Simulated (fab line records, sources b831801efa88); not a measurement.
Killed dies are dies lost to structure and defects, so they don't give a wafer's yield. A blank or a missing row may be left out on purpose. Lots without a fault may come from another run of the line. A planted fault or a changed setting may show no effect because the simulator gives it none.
fab line records | flow sky130
record lots=6 wafers=18 last_day=50
route steps=708 shown SD_P@326 RES_XHIGH@332
lots that met no fault: from a run of the same line without faults
start_h: hours from the record's first day to the start of the lot's first wafer shown | wait_h: hours since the lot's step before | " the same as in the row above | L1.1+2: a row that stands for several wafers | - no value, or no start given | * or withheld: withheld | < > ~ a bound
route shown NAME@n: a module of which the file shows steps, and the number in the route of the first | usual: mean/standard deviation of fault-free wafers | same: alike in all rows | chamber/n: place in a boat | sites: the reading at each site | _std_site: their standard deviation | _edge_site: outer sites' mean less inner sites' | radius_mm: how far each site lies from the wafer's centre | mask NAME#n: copy n | behind: the tool/chamber that last shaped the wafer | hold: why the lot was held/for how many hours/how that ended | device: the transistor (n, p or np) that didn't switch | end of line: the same wafers' tests at the end of the route | a step without rows: its recipe alone | killed: dies lost to structure and defects at the first sort, not the wafer's yield | map: a wafer's dies, x killed, . not, _ none there
set.NAME: the setting as run; set.NAME@STEP: as run at that earlier step | model.NAME: the simulator's own value behind a step, which no gauge read
lots at some steps of the route; a table a step, a row a wafer
services: from which hour (start_h, from the record's first day; less than 0 if before it) a tool's chamber was out of use, for how many hours, and why
## steps
# step SKY_SD_P_DEVELOP_06
# recipe resist=NOVOLAK developer=TMAH develop_time_s=60 dev_temp_c=23
# step SKY_SD_P_CD_MEAS_07
# recipe target_cd_nm=380
# usual cd_nm=379.5/2.9
# columns lot.wafer tool chamber start_h wait_h cd_nm
L381.2 cd_sem-02 - 655.47 0.1 381.7
L381.4 " - " " 381.8
L381.5 " - " " 382.5
L382.1 cd_sem-01 - 658.85 0.1 381.6
L382.3 " - " " 383.9
L382.4 " - " " 382.5
L387.1 cd_sem-02 - 698.52 0.1 378.8
L387.4 " - " " 375.8
L387.5 " - " " 378.7
L388.1 cd_sem-02 - 707.92 0.1 379.5
L388.2 " - " " 379.8
L388.4 " - " " 378.8
L394.1 cd_sem-01 - 749.02 0.1 375.7
L394.2 " - " " 377.7
L394.4 " - " " 380.0
L397.1 cd_sem-02 - 776.27 0.1 381.6
L397.5 " - " " 381.7
L397.6 " - " " 380.7
# step SKY_SD_P_OVL_MEAS_08
# usual SD_P_OVL=-1.3/1.4
# columns lot.wafer tool chamber start_h wait_h SD_P_OVL[nm]
L381.2 overlay-01 - 655.57 0.1 -1.5
L381.4 " - " " -2.4
L381.5 " - " " 1.0
L382.1 overlay-02 - 658.97 0.1 -1.7
L382.3 " - " " -1.1
L382.4 " - " " -0.6
L387.1 overlay-01 - 698.64 0.1 -2.3
L387.4 " - " " -1.5
L387.5 " - " " -2.2
L388.1 overlay-01 - 708.04 0.1 -4.1
L388.2 " - " " -0.6
L388.4 " - " " -2.9
L394.1 overlay-02 - 749.14 0.1 -2.1
L394.2 " - " " -0.6
L394.4 " - " " -1.9
L397.1 overlay-01 - 776.39 0.1 -2.1
L397.5 " - " " 0.4
L397.6 " - " " 0.5
# step SKY_SD_P_IMPLANT_09
# recipe species=BF2 energy_kev=20.36 dose_cm2=3e+15 tilt_deg=0
# step SKY_SD_P_STRIP_10
# recipe chemistry=O2/N2 power_w=1400 pressure_mtorr=1500 platen_temp_c=withheld o2_flow_sccm=3000 n2_flow_sccm=300 overash_fraction=0.5
# usual drypump_motor_current_A=5.7/0.62 oes_product_au=0.616/0.0043 strip_time_to_endpoint_s=17.56/0.033
# columns lot.wafer tool chamber start_h wait_h drypump_motor_current_A oes_product_au rf_hours_counter_h strip_time_to_endpoint_s
L381.2 plasma_asher-04 0 655.75 0.1 6.6 0.614 49 17.56
L381.4 " 1 " " 5.3 0.627 - 17.55
L381.5 " 1 " " 5.3 0.621 - 17.57
L382.1 plasma_asher-01 1 659.15 0.1 6.1 0.617 86 17.48
L382.3 " 0 " " 4.9 0.619 - 17.51
L382.4 " 1 " " 6.1 0.619 - 17.54
L387.1 plasma_asher-04 1 698.82 0.1 5.3 0.623 53 17.49
L387.4 " 0 " " 6.6 0.613 - 17.55
L387.5 " 1 " " 5.3 0.610 - 17.53
L388.1 plasma_asher-03 0 708.22 0.1 6.0 0.625 103 17.56
L388.2 " 1 " " 5.9 0.619 103 17.61
L388.4 " 1 " " 5.9 0.608 - 17.58
L394.1 plasma_asher-04 1 749.32 0.1 5.3 0.617 58 17.60
L394.2 " 0 " " 6.6 0.622 58 17.62
L394.4 " 0 " " 6.6 0.611 - 17.60
L397.1 plasma_asher-01 0 776.57 0.1 4.9 0.617 98 17.57
L397.5 " 1 " " 6.1 0.617 - 17.53
L397.6 " 0 " " 4.9 0.620 - 17.59
# step SKY_SD_P_TW_MEAS_11
# usual SD_P_TW=2852/33
# columns lot.wafer tool chamber start_h wait_h SD_P_TW
L381.2 film_metro-02 - 655.86 0.1 2795
L381.4 " - " " 2792
L381.5 " - " " 2781
L382.1 film_metro-01 - 659.25 0.1 2849
L382.3 " - " " 2855
L382.4 " - " " 2849
L387.1 film_metro-01 - 698.92 0.1 2856
L387.4 " - " " 2861
L387.5 " - " " 2852
L388.1 film_metro-01 - 708.32 0.1 2853
L388.2 " - " " 2838
L388.4 " - " " 2860
L394.1 film_metro-01 - 749.42 0.1 2859
L394.2 " - " " 2872
L394.4 " - " " 2866
L397.1 film_metro-01 - 776.67 0.1 2870
L397.5 " - " " 2858
L397.6 " - " " 2856
# step SKY_RES_XHIGH_DEHYDRATE_00
# recipe temp_c=200 time_s=60
# step SKY_RES_XHIGH_HMDS_01
# recipe prime_time_s=60 prime_temp_c=120
# step SKY_RES_XHIGH_COAT_02
# recipe resist=NOVOLAK spin_rpm=3000 resist_thk_nm=1140
# step SKY_RES_XHIGH_SOFTBAKE_03
# recipe temp_c=90 time_s=60 resist=NOVOLAK
# step SKY_RES_XHIGH_EXPOSE_04
# recipe mask_id=URPM na=0.6 source_shape=conventional sigma_outer=0.6 polarization=unpolarized target_cd_nm=1270 dose_mj=140
# step SKY_RES_XHIGH_PEB_05
# recipe temp_c=withheld time_s=* resist=NOVOLAK
# step SKY_RES_XHIGH_DEVELOP_06
# recipe resist=NOVOLAK developer=TMAH develop_time_s=60 dev_temp_c=23
# usual developer_temp_C=23.01/0.11
# columns lot.wafer tool chamber start_h wait_h developer_temp_C
L381.2 litho_track-03 0 683.58 0.1 22.85
L381.4 " 0 " " 23.07
L381.5 " 0 " " 23.09
L382.1 litho_track-04 0 687.92 0.1 22.77
L382.3 " 0 " " 22.87
L382.4 " 0 " " 22.82
L387.1 litho_track-03 0 726.95 0.1 22.10
L387.4 " 0 " " 22.15
L387.5 " 0 " " 22.16
L388.1 litho_track-03 0 735.90 0.1 21.99
L388.2 " 0 " " 21.97
L388.4 " 0 " " 21.89
L394.1 litho_track-04 0 775.92 0.1 22.98
L394.2 " 0 " " 22.83
L394.4 " 0 " " 22.81
L397.1 litho_track-01 0 803.67 0.1 23.08
L397.5 " 0 " " 23.17
L397.6 " 0 " " 23.16
# step SKY_RES_XHIGH_IMPLANT_07
# recipe species=BF2 energy_kev=20 dose_cm2=3.6e+14 tilt_deg=0
## services
# columns tool chamber start_h hours kind
plasma_asher-04 - 655.99 3.2 repair
plasma_asher-04 - 695.97 2.8 pm
plasma_asher-03 - 733.75 9.0 pm
plasma_asher-03 0 733.75 9.0 vent_cycle
plasma_asher-03 1 733.75 9.0 vent_cycle
plasma_asher-03 0 742.75 - clean
plasma_asher-03 1 742.75 - clean
plasma_asher-01 - 744.25 4.4 repair
plasma_asher-04 - 766.47 1.9 repair
litho_track-01 - 767.42 - consumable_replace:filter
plasma_asher-03 - 770.43 4.1 repair
## key
first_sign step=SKY_RES_XHIGH_DEVELOP_06 reading=developer_temp_C direction=down sigmas=8.4 usual=* struck=*
effect none on later readings
met_at SKY_RES_XHIGH_DEVELOP_06
struck_wafers L387.1,L387.4,L387.5,L388.1,L388.2,L388.4
sort_left_out L388.1,L388.2,L388.4
tester_left_out L387,L388
onset_between 683.58 726.95
fault kind=process_parameter_drift tool=litho_track-03 chamber=- onset_h=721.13 steps=SKY_RES_XHIGH_DEVELOP_06 channel=dev_temp_c offset=* shape=step end_h=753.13 acts_in=* stated=*
# tester_left_out: of these lots the tester's yield and bins aren't shown, on N5 and GAA mostly nor the transistor test; their killed dies are dies lost to structure and defects alone, not to doping, threshold or leakage, so they don't give the yield
# sort_left_out: the simulated sort isn't trusted on such a fault, so these wafers' sort isn't shown, and their yield isn't known
